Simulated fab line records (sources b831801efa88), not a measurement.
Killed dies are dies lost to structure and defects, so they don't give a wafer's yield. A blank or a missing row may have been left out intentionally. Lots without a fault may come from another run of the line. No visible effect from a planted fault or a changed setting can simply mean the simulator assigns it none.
Problem report in the 8D (eight disciplines) form, filled by code || flow gf180mcu || the parts of the form that need people (team, actions taken, sign-off) are left out

== 1. WHAT IS WRONG ==
Across 6 wafers from 2 lots, VT_IMPLANT_3_TW at GF_VT_IMPLANT_TW_MEAS_32 averages 137.4, while fault-free wafers read 264.5 with a standard deviation of 2.1. Relative to the usual mean, that is a shift of -61 standard deviations.
First observed at day 12 02:32: wafer L171.3, on film-metro-02. The record has a number at this step for 39 wafers belonging to 13 lots. The rule behind "out" and "out of limits": a value lying over 4 standard deviations away from the usual mean. Any other wafer with a number is counted as sound.

== 2. WHAT IT IS AND WHAT IT IS NOT ==
{"question": "which readings at this step", "is": "VT_IMPLANT_3_TW", "is not": "-"}
{"question": "which lots", "is": "L171, L174", "is not": "L154, L155, L157, L159, L160, L162, L163, L164, L165, L166, L167"}
{"question": "which wafers of those lots", "is": "all that have a number", "is not": "-"}
{"question": "read on which gauges", "is": "film-metro-02", "is not": "film-metro-01, film-metro-04"}
{"question": "when", "is": "from day 12 02:32", "is not": "up to then (33 sound wafers)"}

== 3. SUSPECTS, AND WHAT RULES EACH OUT ==
Counting: any tool at a process step up to the reading is kept as a suspect provided that every lot that is out went through it and no sound lot did after the first of them.
- the gauge at GF_VT_IMPLANT_TW_MEAS_32 has been ruled out. All the wafers that are out were read on film-metro-02, but those of them that GF_VT_IMPLANT_IMPLANT_30 has rows for are out there too, on other tools.
- rie-diel-02 at GF_STI_ETCH_13 (etches the open film in CHF3/O2, stops on Si, target depth 282.31 nm, time 112.9 s): kept. Every lot that is out went through it, starting with L171 (day 5 19:51), and after that it ran no sound lot; the last sound lot it ran before then is L165 (day 4 10:17).
- implanter-01 at GF_VT_IMPLANT_IMPLANT_30: kept. Every lot that is out went through it, starting with L171 (day 12 02:19), and after that it ran no sound lot; the last sound lot it ran before then is L167 (day 10 13:28). Its own readings are out on those wafers: dose-ions-cm2, faraday-current-uA.
The count leaves implanter-01 at GF_VT_IMPLANT_IMPLANT_30 and rie-diel-02 at GF_STI_ETCH_13.

== 4. THE CAUSE (what the simulator had put in) ==
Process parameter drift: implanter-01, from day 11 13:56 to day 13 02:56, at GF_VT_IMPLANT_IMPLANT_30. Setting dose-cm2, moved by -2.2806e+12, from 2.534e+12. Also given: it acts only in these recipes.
2 suspects survive the count, and this tool is in that group.

== 5. SEQUENCE OF EFFECTS, ordered by route ==
One row per reading whose mean, taken over the struck wafers that have a number, lies over 3 standard deviations from the usual. Scope: only readings with a usual standard deviation given in the record; hours: median across lots of the time from each lot's start at the first step in this table that gives one to its start at this step; sigmas: change in usual standard deviations.
{"hours": 0, "step": "GF_VT_IMPLANT_IMPLANT_30", "reading": "dose-ions-cm2", "usual": 2.5338e+12, "on struck wafers": 2.5257e+11, "change": -2.2812e+12, "sigmas": "-99 or more"}
{"hours": 0, "step": "GF_VT_IMPLANT_IMPLANT_30", "reading": "faraday-current-uA", "usual": 14.29, "on struck wafers": 1.44, "change": -12.85, "sigmas": -46}
{"hours": 0, "step": "GF_VT_IMPLANT_TW_MEAS_32", "reading": "VT_IMPLANT_3_TW", "usual": 264.5, "on struck wafers": 137.4, "change": -127.1, "sigmas": -61}
It contains these process steps:
- GF_VT_IMPLANT_IMPLANT_30
Later measuring or inspecting steps at which every struck wafer that the step has a row for has a number for every such reading, and none has moved that far: GF_HV_LDD_CD_MEAS_19.

== 6. WHAT WOULD HAVE CAUGHT IT SOONER ==
The first out-of-limits reading at a measuring or inspecting step in this record came at day 12 02:32, 13 hours after the fault's start at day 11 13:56.
At GF_VT_IMPLANT_IMPLANT_30, the tool's own readings (dose-ions-cm2, faraday-current-uA) were out on each struck wafer the step has a row for, so an alarm limit on them would have fired on the first such wafer.
Lots out: 2; of these, L174 started GF_VT_IMPLANT_IMPLANT_30 on implanter-01 after day 12 02:32. It would have been spared by a hold on the tool at that moment.
